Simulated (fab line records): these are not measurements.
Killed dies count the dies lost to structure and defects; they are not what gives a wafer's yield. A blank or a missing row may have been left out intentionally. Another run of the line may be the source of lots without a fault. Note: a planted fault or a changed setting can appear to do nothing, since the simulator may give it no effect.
The tool behind it: which one? / flow sky130 / 33 wafers from 11 lots sampled at 5 of the route's 708 steps

WHAT THE GAUGES SHOWED, per wafer
SKY_LI_CONTACT_CD_MEAS_12 targets a cd of 170 nm.
lot=L572; measured=day 30 05:58; on=cd-sem-01; cd-nm (nm)=168.7 169.4 168.6
lot=L574; measured=day 31 02:23; on=cd-sem-01; cd-nm (nm)=168.4 168.5 170.6
lot=L576; measured=day 31 15:46; on=cd-sem-02; cd-nm (nm)=172.8 169.8 170.3
lot=L577; measured=day 32 00:11; on=cd-sem-01; cd-nm (nm)=171.3 172.2 171.4
lot=L578; measured=day 32 08:41; on=cd-sem-01; cd-nm (nm)=171.5 170.6 170.5
lot=L580; measured=day 32 20:29; on=cd-sem-01; cd-nm (nm)=172.2 171.4 171.6
lot=L583; measured=day 33 20:40; on=cd-sem-02; cd-nm (nm)=169.8 171.4 170.0
lot=L590; measured=day 36 02:56; on=cd-sem-01; cd-nm (nm)=171.4 170.3 169.4
lot=L592; measured=day 36 12:37; on=cd-sem-01; cd-nm (nm)=173.1 173.1 172.8
lot=L593; measured=day 37 00:16; on=cd-sem-02; cd-nm (nm)=168.9 169.0 168.3
lot=L594; measured=day 37 08:49; on=cd-sem-02; cd-nm (nm)=171.1 171.2 170.5

SKY_CONTACT_BOW_MEAS_05.
lot=L572; measured=day 31 13:38; on=film-metro-02; CONTACT_BOW (um)=81 95 82
lot=L574; measured=day 32 08:43; on=film-metro-02; CONTACT_BOW (um)=65 78 85
lot=L576; measured=day 32 22:13; on=film-metro-02; CONTACT_BOW (um)=78 91 76
lot=L577; measured=day 33 06:23; on=film-metro-04; CONTACT_BOW (um)=83 79 89
lot=L578; measured=day 33 15:38; on=film-metro-02; CONTACT_BOW (um)=78 78 76
lot=L580; measured=day 34 03:41; on=film-metro-02; CONTACT_BOW (um)=90 81 78
lot=L583; measured=day 35 03:25; on=film-metro-01; CONTACT_BOW (um)=83 82 95
lot=L590; measured=day 37 08:06; on=film-metro-02; CONTACT_BOW (um)=77 83 93
lot=L592; measured=day 37 18:07; on=film-metro-01; CONTACT_BOW (um)=82 78 80
lot=L593; measured=day 38 05:50; on=film-metro-02; CONTACT_BOW (um)=74 78 86
lot=L594; measured=day 38 15:05; on=film-metro-04; CONTACT_BOW (um)=77 95 79

EACH LOT AND THE TOOL THAT RAN IT (in order: tool; ch and the chambers of the sampled wafers; start)
lot=L572; SKY_LOCAL_INTERCONNECT_SPUTTER_00=pvd-sputter-03, day 30 07:14; SKY_LOCAL_INTERCONNECT_ETCH_13=rie-metal-02 ch 0,1, day 31 12:23; SKY_LOCAL_INTERCONNECT_STRIP_15=plasma-asher-03 ch 0,1, day 31 12:31
lot=L574; SKY_LOCAL_INTERCONNECT_SPUTTER_00=pvd-sputter-01, day 31 03:41; SKY_LOCAL_INTERCONNECT_ETCH_13=rie-metal-02 ch 1, day 32 07:28; SKY_LOCAL_INTERCONNECT_STRIP_15=plasma-asher-04 ch 0,1, day 32 07:35
lot=L576; SKY_LOCAL_INTERCONNECT_SPUTTER_00=pvd-sputter-01, day 31 17:05; SKY_LOCAL_INTERCONNECT_ETCH_13=rie-metal-01 ch 0,1, day 32 20:55; SKY_LOCAL_INTERCONNECT_STRIP_15=plasma-asher-03 ch 0,1, day 32 21:02
lot=L577; SKY_LOCAL_INTERCONNECT_SPUTTER_00=pvd-sputter-02, day 32 01:28; SKY_LOCAL_INTERCONNECT_ETCH_13=rie-metal-02 ch 0,1, day 33 05:05; SKY_LOCAL_INTERCONNECT_STRIP_15=plasma-asher-02 ch 0,1, day 33 05:13
lot=L578; SKY_LOCAL_INTERCONNECT_SPUTTER_00=pvd-sputter-03, day 32 10:01; SKY_LOCAL_INTERCONNECT_ETCH_13=rie-metal-02 ch 0,1, day 33 14:25; SKY_LOCAL_INTERCONNECT_STRIP_15=plasma-asher-02 ch 0,1, day 33 14:32
lot=L580; SKY_LOCAL_INTERCONNECT_SPUTTER_00=pvd-sputter-03, day 32 21:49; SKY_LOCAL_INTERCONNECT_ETCH_13=rie-metal-02 ch 0,1, day 34 02:05; SKY_LOCAL_INTERCONNECT_STRIP_15=plasma-asher-03 ch 0,1, day 34 02:13
lot=L583; SKY_LOCAL_INTERCONNECT_SPUTTER_00=pvd-sputter-02, day 33 22:12; SKY_LOCAL_INTERCONNECT_ETCH_13=rie-metal-02 ch 0,1, day 35 01:43; SKY_LOCAL_INTERCONNECT_STRIP_15=plasma-asher-02 ch 0,1, day 35 01:50
lot=L590; SKY_LOCAL_INTERCONNECT_SPUTTER_00=pvd-sputter-03, day 36 04:14; SKY_LOCAL_INTERCONNECT_ETCH_13=rie-metal-01 ch 1, day 37 06:49; SKY_LOCAL_INTERCONNECT_STRIP_15=plasma-asher-04 ch 0,1, day 37 06:56
lot=L592; SKY_LOCAL_INTERCONNECT_SPUTTER_00=pvd-sputter-03, day 36 13:57; SKY_LOCAL_INTERCONNECT_ETCH_13=rie-metal-02 ch 0,1, day 37 16:50; SKY_LOCAL_INTERCONNECT_STRIP_15=plasma-asher-02 ch 0,1, day 37 16:58
lot=L593; SKY_LOCAL_INTERCONNECT_SPUTTER_00=pvd-sputter-03, day 37 01:35; SKY_LOCAL_INTERCONNECT_ETCH_13=rie-metal-03 ch 0,1, day 38 04:37; SKY_LOCAL_INTERCONNECT_STRIP_15=plasma-asher-02 ch 0,1, day 38 04:44
lot=L594; SKY_LOCAL_INTERCONNECT_SPUTTER_00=pvd-sputter-01, day 37 10:07; SKY_LOCAL_INTERCONNECT_ETCH_13=rie-metal-02 ch 1, day 38 13:44; SKY_LOCAL_INTERCONNECT_STRIP_15=plasma-asher-02 ch 0,1, day 38 13:56
- SKY_LOCAL_INTERCONNECT_SPUTTER_00: material TiN, target thk 100 nm, time 83.3 s.
- SKY_LOCAL_INTERCONNECT_ETCH_13: etches BARC in N2/H2, stops on SiO2, time 45.9 s, target depth 60 nm.
- SKY_LOCAL_INTERCONNECT_STRIP_15: strips in O2/N2.

AS READ BY THE TOOLS THEMSELVES (means over the sampled wafers that have a number; for cases with no such wafer, the mark the record gives instead)
SKY_LOCAL_INTERCONNECT_SPUTTER_00.
lot=L572; tool=pvd-sputter-03; throttle-valve-pct (%)=28.2
lot=L574; tool=pvd-sputter-01; throttle-valve-pct (%)=29.9
lot=L576; tool=pvd-sputter-01; throttle-valve-pct (%)=30.3
lot=L577; tool=pvd-sputter-02; throttle-valve-pct (%)=30.5
lot=L578; tool=pvd-sputter-03; throttle-valve-pct (%)=29.6
lot=L580; tool=pvd-sputter-03; throttle-valve-pct (%)=28.5
lot=L583; tool=pvd-sputter-02; throttle-valve-pct (%)=28.6
lot=L590; tool=pvd-sputter-03; throttle-valve-pct (%)=27.9
lot=L592; tool=pvd-sputter-03; throttle-valve-pct (%)=27.8
lot=L593; tool=pvd-sputter-03; throttle-valve-pct (%)=29.1
lot=L594; tool=pvd-sputter-01; throttle-valve-pct (%)=30.2

SKY_LOCAL_INTERCONNECT_ETCH_13.
lot=L572; tool=rie-metal-02; chamber-pressure-mTorr (mTorr)=30.010; drypump-motor-current-A (A)=5.6; n2-flow-sccm (sccm)=99.90; oes-product-au (a.u.)=0.858; throttle-valve-pct (%)=13.233
lot=L574; tool=rie-metal-02; chamber-pressure-mTorr (mTorr)=30.012; drypump-motor-current-A (A)=5.0; n2-flow-sccm (sccm)=99.89; oes-product-au (a.u.)=0.856; throttle-valve-pct (%)=13.217
lot=L576; tool=rie-metal-01; chamber-pressure-mTorr (mTorr)=30.001; drypump-motor-current-A (A)=5.2; n2-flow-sccm (sccm)=100.06; oes-product-au (a.u.)=0.855; throttle-valve-pct (%)=13.221
lot=L577; tool=rie-metal-02; chamber-pressure-mTorr (mTorr)=30.010; drypump-motor-current-A (A)=5.7; n2-flow-sccm (sccm)=100.08; oes-product-au (a.u.)=0.857; throttle-valve-pct (%)=13.229
lot=L578; tool=rie-metal-02; chamber-pressure-mTorr (mTorr)=30.026; drypump-motor-current-A (A)=5.3; n2-flow-sccm (sccm)=99.71; oes-product-au (a.u.)=0.852; throttle-valve-pct (%)=13.219
lot=L580; tool=rie-metal-02; chamber-pressure-mTorr (mTorr)=29.985; drypump-motor-current-A (A)=5.4; n2-flow-sccm (sccm)=100.25; oes-product-au (a.u.)=0.851; throttle-valve-pct (%)=13.227
lot=L583; tool=rie-metal-02; chamber-pressure-mTorr (mTorr)=30.021; drypump-motor-current-A (A)=5.3; n2-flow-sccm (sccm)=99.79; oes-product-au (a.u.)=0.851; throttle-valve-pct (%)=13.229
lot=L590; tool=rie-metal-01; chamber-pressure-mTorr (mTorr)=30.003; drypump-motor-current-A (A)=5.0; n2-flow-sccm (sccm)=99.97; oes-product-au (a.u.)=0.853; throttle-valve-pct (%)=13.225
lot=L592; tool=rie-metal-02; chamber-pressure-mTorr (mTorr)=30.016; drypump-motor-current-A (A)=5.4; n2-flow-sccm (sccm)=99.95; oes-product-au (a.u.)=0.858; throttle-valve-pct (%)=13.226
lot=L593; tool=rie-metal-03; chamber-pressure-mTorr (mTorr)=30.043; drypump-motor-current-A (A)=5.4; n2-flow-sccm (sccm)=100.37; oes-product-au (a.u.)=0.855; throttle-valve-pct (%)=13.226
lot=L594; tool=rie-metal-02; chamber-pressure-mTorr (mTorr)=29.961; drypump-motor-current-A (A)=5.0; n2-flow-sccm (sccm)=100.31; oes-product-au (a.u.)=0.852; throttle-valve-pct (%)=13.235

SKY_LOCAL_INTERCONNECT_STRIP_15.
lot=L572; tool=plasma-asher-03; chamber-pressure-mTorr (mTorr)=1499.6; drypump-motor-current-A (A)=5.5; n2-flow-sccm (sccm)=299.3; oes-product-au (a.u.)=0.423; strip-time-to-endpoint-s (s)=4.724
lot=L574; tool=plasma-asher-04; chamber-pressure-mTorr (mTorr)=1499.2; drypump-motor-current-A (A)=5.6; n2-flow-sccm (sccm)=299.4; oes-product-au (a.u.)=0.429; strip-time-to-endpoint-s (s)=4.713
lot=L576; tool=plasma-asher-03; chamber-pressure-mTorr (mTorr)=1499.7; drypump-motor-current-A (A)=5.4; n2-flow-sccm (sccm)=299.3; oes-product-au (a.u.)=0.429; strip-time-to-endpoint-s (s)=4.716
lot=L577; tool=plasma-asher-02; chamber-pressure-mTorr (mTorr)=1499.5; drypump-motor-current-A (A)=5.9; n2-flow-sccm (sccm)=299.0; oes-product-au (a.u.)=0.427; strip-time-to-endpoint-s (s)=4.680
lot=L578; tool=plasma-asher-02; chamber-pressure-mTorr (mTorr)=1500.2; drypump-motor-current-A (A)=5.8; n2-flow-sccm (sccm)=299.1; oes-product-au (a.u.)=0.426; strip-time-to-endpoint-s (s)=4.712
lot=L580; tool=plasma-asher-03; chamber-pressure-mTorr (mTorr)=1500.9; drypump-motor-current-A (A)=5.4; n2-flow-sccm (sccm)=300.6; oes-product-au (a.u.)=0.430; strip-time-to-endpoint-s (s)=4.739
lot=L583; tool=plasma-asher-02; chamber-pressure-mTorr (mTorr)=1500.5; drypump-motor-current-A (A)=5.8; n2-flow-sccm (sccm)=300.2; oes-product-au (a.u.)=0.426; strip-time-to-endpoint-s (s)=4.744
lot=L590; tool=plasma-asher-04; chamber-pressure-mTorr (mTorr)=1499.8; drypump-motor-current-A (A)=5.6; n2-flow-sccm (sccm)=300.1; oes-product-au (a.u.)=0.428; strip-time-to-endpoint-s (s)=4.720
lot=L592; tool=plasma-asher-02; chamber-pressure-mTorr (mTorr)=1501.0; drypump-motor-current-A (A)=5.9; n2-flow-sccm (sccm)=300.2; oes-product-au (a.u.)=0.431; strip-time-to-endpoint-s (s)=4.703
lot=L593; tool=plasma-asher-02; chamber-pressure-mTorr (mTorr)=1499.3; drypump-motor-current-A (A)=5.9; n2-flow-sccm (sccm)=299.7; oes-product-au (a.u.)=0.427; strip-time-to-endpoint-s (s)=4.714
lot=L594; tool=plasma-asher-02; chamber-pressure-mTorr (mTorr)=1500.0; drypump-motor-current-A (A)=5.8; n2-flow-sccm (sccm)=299.5; oes-product-au (a.u.)=0.425; strip-time-to-endpoint-s (s)=4.717

THE ANSWER, worked out from the rows above alone
Rule: usual is defined by the lots themselves. Put in order of their means at a reading, lots are off if they are a third of the lots or fewer, leave a main group of 4 or more, and stand apart from it by a gap of 3 or more times the standard deviation of the main group's means; of several such gaps the widest counts. If all means in a main group match to the digits the tables above print for the reading, that group is not used. Also off: a lot with no number at a reading for which 4 or more lots have one. All remaining lots with rows at the step are treated as sound. The gauges are gone through in route order, then the tools' own readings, and for those a lot's mean is taken as printed above. At the first step where some lot is off, the reading lying furthest off is the one used; lots without a number count as furthest.
None of the lots is off at any reading shown; this tells nothing.

WHAT THE SIMULATOR HAD PUT IN
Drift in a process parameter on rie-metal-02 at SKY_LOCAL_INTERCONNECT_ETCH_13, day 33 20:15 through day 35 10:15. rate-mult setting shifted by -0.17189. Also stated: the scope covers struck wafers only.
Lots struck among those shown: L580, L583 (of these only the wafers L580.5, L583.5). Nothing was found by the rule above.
